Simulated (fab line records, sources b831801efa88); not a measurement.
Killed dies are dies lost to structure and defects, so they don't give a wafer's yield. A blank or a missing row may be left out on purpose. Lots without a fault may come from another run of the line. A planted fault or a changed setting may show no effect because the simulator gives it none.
Which tool did it? | flow sfq_line | 14 lots, 42 wafers sampled, at 1 step of a route of 325

WHAT THE GAUGES READ, wafer by wafer
SFQ_L0V_OVL_MEAS_903. Usual: L0V_OVL -2 nm, standard deviation 6.1.
lot  | measured     | on         | L0V_OVL (nm) | flag
L181 | day 5 06:27  | overlay-01 | -13 3 4      |
L182 | day 5 16:03  | overlay-02 | -11 -10 -5   |
L183 | day 5 21:56  | overlay-01 | 1 8 -9       |
L184 | day 6 02:50  | overlay-01 | 4 1 1        |
L185 | day 6 06:26  | overlay-01 | -3 6 -2      |
L186 | day 6 10:02  | overlay-02 | -14 -2 -9    |
L187 | day 6 17:17  | overlay-02 | -4 -8 -8     |
L188 | day 7 01:32  | overlay-01 | -9 0 1       |
L196 | day 9 03:23  | overlay-01 | -13 -2 -6    |
L197 | day 9 08:11  | overlay-02 | 3 -8 5       |
L198 | day 9 16:35  | overlay-02 | -9 -13 -2    |
L200 | day 10 00:59 | overlay-01 | -12 1 -6     |
L203 | day 10 22:35 | overlay-01 | 1 8 4        |
L204 | day 11 05:47 | overlay-01 | -9 -6 -10    |

WHICH TOOL RAN EACH LOT (tool, then ch and the chambers of the sampled wafers, then the start)
The record holds no process step before these readings.

WHAT THE TOOLS THEMSELVES READ (means of the sampled wafers that have a number; where no wafer has one, the mark that the record gives instead)
The record holds no such reading with a usual standard deviation.

THE ANSWER, worked out from the rows above alone
Rule: a lot is off if the mean of its wafers that have a number lies more than 3 standard deviations from the usual mean. A lot without any number at a reading at which 4 lots or more have one is off too. The other lots that the step has rows for count as sound. The gauges are gone through in route order, then the tools' own readings, and for those a lot's mean is taken as printed above. The first step at which some lot is off is used, and at that step the reading that is off furthest; a lot without a number counts as furthest.
No lot is off at any reading shown: from this, nothing can be told.

WHAT THE SIMULATOR HAD PUT IN
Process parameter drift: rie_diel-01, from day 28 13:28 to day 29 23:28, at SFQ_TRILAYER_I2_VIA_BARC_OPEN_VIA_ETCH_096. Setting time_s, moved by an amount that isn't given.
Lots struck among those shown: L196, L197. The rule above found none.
